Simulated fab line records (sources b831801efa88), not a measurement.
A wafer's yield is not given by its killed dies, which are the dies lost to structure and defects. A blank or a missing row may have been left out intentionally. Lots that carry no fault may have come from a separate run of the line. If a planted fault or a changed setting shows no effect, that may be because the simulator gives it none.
Chamber matching || flow gf180mcu || 4 sister chambers for GF_V1_CMP_26 on cmp-01
The step polishes, stops on SiO2, t overpolish 15 s, target thk 0 nm. 8 wafers are shown with their chamber, then 7 later ones without.

== WAFERS, EACH WITH ITS CHAMBER ==
{"wafer": "L297.4", "chamber": 2, "time to endpoint s (s)": 82, "motor current A (A)": 11.0}
{"wafer": "L299.6", "chamber": 3, "time to endpoint s (s)": 78, "motor current A (A)": 11.7}
{"wafer": "L302.6", "chamber": 1, "time to endpoint s (s)": 90, "motor current A (A)": 11.5}
{"wafer": "L306.1", "chamber": 3, "time to endpoint s (s)": 85, "motor current A (A)": 12.0}
{"wafer": "L306.2", "chamber": 1, "time to endpoint s (s)": 93, "motor current A (A)": 11.7}
{"wafer": "L306.4", "chamber": 0, "time to endpoint s (s)": 83, "motor current A (A)": 10.9}
{"wafer": "L310.1", "chamber": 2, "time to endpoint s (s)": 83, "motor current A (A)": 11.7}
{"wafer": "L310.4", "chamber": 0, "time to endpoint s (s)": 81, "motor current A (A)": 11.6}

== WAFERS MISSING THEIR CHAMBER ==
{"wafer": "L310.5", "time to endpoint s (s)": 81, "motor current A (A)": 11.0}
{"wafer": "L317.1", "time to endpoint s (s)": 78, "motor current A (A)": 11.0}
{"wafer": "L317.2", "time to endpoint s (s)": 78, "motor current A (A)": 11.1}
{"wafer": "L317.4", "time to endpoint s (s)": 80, "motor current A (A)": 11.9}
{"wafer": "L318.1", "time to endpoint s (s)": 79, "motor current A (A)": 11.3}
{"wafer": "L318.2", "time to endpoint s (s)": 78, "motor current A (A)": 11.4}
{"wafer": "L318.3", "time to endpoint s (s)": 85, "motor current A (A)": 11.8}

== WHICH CHAMBER EACH WENT THROUGH ==
{"wafer": "L310.5", "from the rows above": "can't be placed: 0 or 2 or 3", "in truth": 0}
{"wafer": "L317.1", "from the rows above": "can't be placed: 0 or 2 or 3", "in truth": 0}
{"wafer": "L317.2", "from the rows above": "can't be placed: 0 or 2 or 3", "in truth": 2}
{"wafer": "L317.4", "from the rows above": "can't be placed: 3 or 2 or 0", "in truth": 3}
{"wafer": "L318.1", "from the rows above": "can't be placed: 0 or 2 or 3", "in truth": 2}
{"wafer": "L318.2", "from the rows above": "can't be placed: 0 or 2 or 3", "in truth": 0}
{"wafer": "L318.3", "from the rows above": "can't be placed: 3 or 2 or 0 or 1", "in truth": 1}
Placed correctly: 0 of 7. These rows do not allow placing 7 (true chamber among the candidates in 7). Number placed wrongly: 0.
How it was worked out, from the rows above alone: a wafer's distance from a chamber is the root of the sum, over the readings, of the square of ((its reading less the chamber's mean) divided by the reading's scatter). The wafer belongs to the nearest chamber; if the next one is less than 2 further off, it can't be placed. For every chamber, the mean is computed from those of its wafers that are shown. The scatter: take each reading less its chamber's mean, square it, sum over the shown wafers, divide by the number of wafers less the number of chambers, and take the root.
